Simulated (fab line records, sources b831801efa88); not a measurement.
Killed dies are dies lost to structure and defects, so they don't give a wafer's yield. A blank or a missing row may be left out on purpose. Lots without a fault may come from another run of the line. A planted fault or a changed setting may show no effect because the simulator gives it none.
Which tool did it? | flow sky130 | 12 lots, 36 wafers sampled, at 5 steps of a route of 708

WHAT THE GAUGES READ, wafer by wafer
SKY_SD_P_TW_MEAS_11.
lot  | measured     | on            | SD_P_TW
L337 | day 26 13:30 | film_metro-04 | 2802 2799 2795
L340 | day 27 05:35 | film_metro-03 | 2755 2780 2767
L342 | day 28 00:55 | film_metro-01 | 2792 2791 2803
L341 | day 28 02:26 | film_metro-01 | 2799 2809 2811
L343 | day 28 03:19 | film_metro-04 | 2803 2801 2803
L346 | day 29 10:29 | film_metro-04 | 2782 2770 2780
L353 | day 31 18:31 | film_metro-03 | 2763 2767 2787
L354 | day 31 19:45 | film_metro-03 | 2770 2749 2763
L355 | day 32 07:40 | film_metro-01 | 2796 2790 2795
L356 | day 32 13:43 | film_metro-03 | 2778 2786 2787
L357 | day 32 17:40 | film_metro-03 | 2767 2774 2778
L358 | day 32 23:47 | film_metro-03 | 2774 2779 2765

SKY_SD_N_RS_MEAS_16: measures by four-point-probe.
lot  | measured     | on            | SD_N_RS (ohm/sq)
L337 | day 28 23:14 | film_metro-03 | 68.51 68.59 68.36
L340 | day 29 15:08 | film_metro-03 | 68.54 68.56 68.57
L342 | day 30 10:16 | film_metro-01 | 59.66 59.39 59.53 59.47 59.70 59.59
L341 | day 30 13:04 | film_metro-01 | 68.71 68.72 68.57
L343 | day 30 13:21 | film_metro-04 | 59.67 59.80 59.74 59.77 59.70 59.65
L346 | day 31 20:04 | film_metro-03 | 68.56 68.60 68.48
L353 | day 34 01:01 | film_metro-04 | 68.52 68.60 68.46
L354 | day 34 01:54 | film_metro-04 | 68.60 68.55 68.55
L355 | day 34 13:48 | film_metro-01 | 68.67 68.77 68.67
L356 | day 34 19:13 | film_metro-01 | 68.56 68.65 68.66
L357 | day 34 22:52 | film_metro-03 | 68.49 68.69 68.66
L358 | day 35 05:12 | film_metro-04 | 68.61 68.67 68.62

SKY_SD_N_RS_MEAS_18: measures by four-point-probe.
lot  | measured     | on            | RES_XHIGH_RS (ohm/sq)
L337 | day 28 23:29 | film_metro-03 | 331.4 332.7 330.4
L340 | day 29 15:23 | film_metro-03 | 333.5 332.4 333.9
L341 | day 30 13:19 | film_metro-01 | 332.6 332.6 332.0
L346 | day 31 20:19 | film_metro-03 | 331.5 332.9 332.3
L353 | day 34 01:15 | film_metro-04 | 331.6 331.8 332.1
L354 | day 34 02:08 | film_metro-04 | 333.1 333.7 333.2
L355 | day 34 14:02 | film_metro-01 | 332.9 332.9 333.8
L356 | day 34 19:28 | film_metro-01 | 334.7 333.2 332.5
L357 | day 34 23:06 | film_metro-03 | 332.4 333.8 332.4
L358 | day 35 05:26 | film_metro-04 | 334.2 332.8 332.7

WHICH TOOL RAN EACH LOT (tool, then ch and the chambers of the sampled wafers, then the start)
lot  | SKY_POLY_CUT_ETCH_11               | SKY_SD_N_RTA_14
L337 | rie_diel-04 ch 1,2,3, day 25 08:02 | rtp_anneal-01 ch 0, day 28 23:04
L340 | rie_diel-04 ch 0,1, day 25 23:59   | rtp_anneal-01 ch 0, day 29 14:56
L342 | rie_diel-03 ch 0,1, day 26 19:38   | rtp_anneal-02 ch 0, day 30 10:04
L341 | rie_diel-04 ch 0,2,3, day 26 21:19 | rtp_anneal-01 ch 0, day 30 12:53
L343 | rie_diel-04 ch 2,3, day 26 22:37   | rtp_anneal-02 ch 0, day 30 13:10
L346 | rie_diel-04 ch 1,2,3, day 28 05:38 | rtp_anneal-01 ch 0, day 31 19:53
L353 | rie_diel-03 ch 2,3, day 30 13:55   | rtp_anneal-02 ch 0, day 34 00:49
L354 | rie_diel-04 ch 2,3, day 30 16:02   | rtp_anneal-01 ch 0, day 34 01:43
L355 | rie_diel-04 ch 0,1,2, day 31 03:11 | rtp_anneal-02 ch 0, day 34 13:37
L356 | rie_diel-04 ch 1,2,3, day 31 09:46 | rtp_anneal-02 ch 0, day 34 19:02
L357 | rie_diel-04 ch 0,2,3, day 31 14:56 | rtp_anneal-01 ch 0, day 34 22:39
L358 | rie_diel-04 ch 0,1,3, day 31 20:11 | rtp_anneal-02 ch 0, day 35 05:02
- SKY_POLY_CUT_ETCH_11: etches Si3N4 in CF4/CH2F2/Ar, stops on poly-Si, time 42.5 s, target depth 60 nm.
- SKY_SD_N_RTA_14: time 2 s.

WHAT THE TOOLS THEMSELVES READ (means of the sampled wafers that have a number; where no wafer has one, the mark that the record gives instead)
SKY_POLY_CUT_ETCH_11.
lot  | tool        | drypump_motor_current_A (A) | oes_product_au (a.u.) | throttle_valve_pct (%)
L337 | rie_diel-04 | 5.5                         | 0.833                 | 14.989
L340 | rie_diel-04 | 5.7                         | 0.826                 | 14.998
L342 | rie_diel-03 | 5.5                         | 0.842                 | 14.992
L341 | rie_diel-04 | 5.6                         | 0.826                 | 14.990
L343 | rie_diel-04 | 5.3                         | 0.831                 | 14.982
L346 | rie_diel-04 | 5.5                         | 0.824                 | 14.990
L353 | rie_diel-03 | 5.7                         | 0.825                 | 14.993
L354 | rie_diel-04 | 5.3                         | 0.837                 | 14.995
L355 | rie_diel-04 | 5.8                         | 0.830                 | 14.991
L356 | rie_diel-04 | 5.5                         | 0.821                 | 14.988
L357 | rie_diel-04 | 5.6                         | 0.811                 | 14.995
L358 | rie_diel-04 | 5.4                         | 0.837                 | 14.987

SKY_SD_N_RTA_14.
lot  | tool          | lamp_power_pct (%) | wafer_temp_C_max
L337 | rtp_anneal-01 | 15.75              | 1077.9
L340 | rtp_anneal-01 | 15.76              | 1077.5
L342 | rtp_anneal-02 | 16.79              | 1125.6
L341 | rtp_anneal-01 | 15.69              | 1079.0
L343 | rtp_anneal-02 | 16.76              | 1126.0
L346 | rtp_anneal-01 | 15.70              | 1078.0
L353 | rtp_anneal-02 | 15.74              | 1078.1
L354 | rtp_anneal-01 | 15.70              | 1078.2
L355 | rtp_anneal-02 | 15.76              | 1077.5
L356 | rtp_anneal-02 | 15.74              | 1076.2
L357 | rtp_anneal-01 | 15.79              | 1078.6
L358 | rtp_anneal-02 | 15.73              | 1079.1

THE ANSWER, worked out from the rows above alone
Rule: what is usual is taken from the lots themselves. Put in order of their means at a reading, lots are off if they are a third of the lots or fewer, leave a main group of 4 or more, and stand apart from it by a gap of 3 or more times the standard deviation of the main group's means; of several such gaps the widest counts. A main group whose means are all the same, to the digits that the tables above print for the reading, isn't used. A lot without any number at a reading at which 4 lots or more have one is off too. The other lots that the step has rows for count as sound. The gauges are gone through in route order, then the tools' own readings, and for those a lot's mean is taken as printed above. The first step at which some lot is off is used, and at that step the reading that is off furthest; a lot without a number counts as furthest.
Off: L342, L343, at SKY_SD_N_RS_MEAS_16 (SD_N_RS). The main group: mean 68.59 ohm/sq, standard deviation 0.064.
A tool fits if, at a process step before that reading, it ran every lot that is off, and no sound lot after the first of them. The gauges at SKY_SD_N_RS_MEAS_16 aren't tried: what is off there is off at SKY_SD_N_RTA_14 too, on other tools, and a gauge's error can't cause that. None of those tried fits.

WHAT THE SIMULATOR HAD PUT IN
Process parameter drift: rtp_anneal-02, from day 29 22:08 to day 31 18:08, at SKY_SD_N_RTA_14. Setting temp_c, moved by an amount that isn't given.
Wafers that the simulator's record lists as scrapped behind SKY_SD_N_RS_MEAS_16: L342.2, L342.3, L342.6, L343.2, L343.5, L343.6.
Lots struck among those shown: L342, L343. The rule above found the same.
